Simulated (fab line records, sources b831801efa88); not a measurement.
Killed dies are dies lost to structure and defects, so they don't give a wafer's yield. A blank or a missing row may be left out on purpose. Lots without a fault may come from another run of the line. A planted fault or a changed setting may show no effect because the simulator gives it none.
Split-lot experiment | flow sfq_line | 5 lots, 23 wafers read, on a route of 325 steps

THE SPLIT
At SFQ_TRILAYER_I3_DEP_PECVD_081 (deposits SiO2 from SiH4/N2O, time 111.11 s, target thk 500 nm), the setting time_s was moved away from the recipe's 111.11 s on 6 of the 23 wafers read, by -4.1% to +10.0%. The other wafers ran this setting at the recipe's value.

The reading is taken at the split's own step.

THE READING
SiO2_of_TRILAYER_I3_DEP_PECVD_081.thk_nm (the simulator's own value, which no gauge read), in nm, at SFQ_TRILAYER_I3_DEP_PECVD_081 (deposits SiO2 from SiH4/N2O, time 111.11 s, target thk 500 nm). The file gives no usual value for it. The 17 wafers here that ran the recipe average 505.5 nm, standard deviation 7.9 nm.

wafer  | tool, chamber at the split | time_s as run, s | against the recipe | SiO2_of_TRILAYER_I3_DEP_PECVD_081.thk_nm, nm | against lot-mates on the recipe
L078.4 | pecvd-01, 0                | 111.11           | recipe             | 509.5                                        | -
L078.5 | pecvd-01, 1                | 111.11           | recipe             | 507.3                                        | -
L078.6 | pecvd-01, 2                | 111.11           | recipe             | 498.9                                        | -
L079.1 | pecvd-04, 1                | 122.2            | +10.0%             | 544.5                                        | +35.8
L079.3 | pecvd-04, 2                | 111.11           | recipe             | 505.3                                        | -
L079.4 | pecvd-04, 2                | 111.11           | recipe             | 510.9                                        | -
L079.5 | pecvd-04, 1                | 122.2            | +10.0%             | 553.3                                        | +44.6
L079.6 | pecvd-04, 0                | 111.11           | recipe             | 509.8                                        | -
L080.1 | pecvd-04, 0                | 111.11           | recipe             | 499.8                                        | -
L080.2 | pecvd-04, 1                | 111.11           | recipe             | 503.2                                        | -
L080.3 | pecvd-04, 2                | 111.11           | recipe             | 504.4                                        | -
L080.4 | pecvd-04, 1                | 111.11           | recipe             | 508.8                                        | -
L080.6 | pecvd-04, 0                | 111.11           | recipe             | 514.3                                        | -
L084.1 | pecvd-02, 2                | 106.6            | -4.1%              | 482.7                                        | -26.6
L084.2 | pecvd-02, 1                | 111.11           | recipe             | 497.3                                        | -
L084.4 | pecvd-02, 0                | 111.11           | recipe             | 522.3                                        | -
L084.5 | pecvd-02, 2                | 106.6            | -4.1%              | 487.2                                        | -22.1
L084.6 | pecvd-02, 1                | 111.11           | recipe             | 508.4                                        | -
L085.1 | pecvd-04, 2                | 111.11           | recipe             | 495.6                                        | -
L085.2 | pecvd-04, 0                | 111.11           | recipe             | 486.9                                        | -
L085.3 | pecvd-04, 1                | 115.4            | +3.9%              | 508                                          | +10.5
L085.5 | pecvd-04, 2                | 111.11           | recipe             | 510                                          | -
L085.6 | pecvd-04, 0                | 115.4            | +3.9%              | 517.1                                        | +19.6

THE FIT
A straight line over all 23 wafers: SiO2_of_TRILAYER_I3_DEP_PECVD_081.thk_nm changes by +4.23 nm for each +1% of time_s; r = +0.88; the points scatter about the line by 7.9 nm.
The same after taking each lot's own level away (the mean of its wafers on the recipe; 23 wafers): +4.34 nm for each +1%; r = +0.91; scatter 6.8 nm.
On that fit, the largest move of time_s shifts the reading by 43 nm.
The lots' own levels span 497.50 to 509.33 nm, that is 1.5 times the standard deviation above.
So the lot-to-lot level changes the slope little: the two slopes agree.
Check: with one of the wafers moved furthest among these (+10.0%) left out of the fit, the line predicts +46.3 nm for it against its lot-mates. It came out at +35.8 nm against them.

OTHER SPLITS ON THESE WAFERS
These wafers also went through other splits before the reading. Each is held against what the fit with the lots' levels taken away leaves over:
other split on the same wafers                          | wafers away from the commonest value | r with SiO2_of_TRILAYER_I3_DEP_PECVD_081.thk_nm (lot level and that fit taken away)
SFQ_TRILAYER_I2_VIA_LITHO_COAT_067 resist_thk_nm        | 8                                    | +0.02
SFQ_TRILAYER_M3_LITHO_COAT_080 spin_rpm                 | 9                                    | +0.21
SFQ_TRILAYER_M3_BARC_OPEN_METAL_ETCH_100 pressure_mtorr | 18                                   | -0.03

THE WHOLE CHAIN: every reading that the file lists as answering this split, in the file's order
step                          | what it does                                                  | reading                                                                                   | change (the file's fit)              | r (the file's)
SFQ_TRILAYER_I3_DEP_PECVD_081 | deposits SiO2 from SiH4/N2O, time 111.11 s, target thk 500 nm | SiO2_of_TRILAYER_I3_DEP_PECVD_081.thk_nm (the simulator's own value, which no gauge read) | +4.26 nm for each +1% of the setting | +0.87
SFQ_TRILAYER_I3_CMP_CMP_082   | polishes SiO2                                                 | time_to_endpoint_s                                                                        | withheld for each +1% of the setting | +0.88

THE FILE'S OWN FIT
SiO2_of_TRILAYER_I3_DEP_PECVD_081.thk_nm changes by +4.26 nm for each +1% of time_s, r = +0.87.
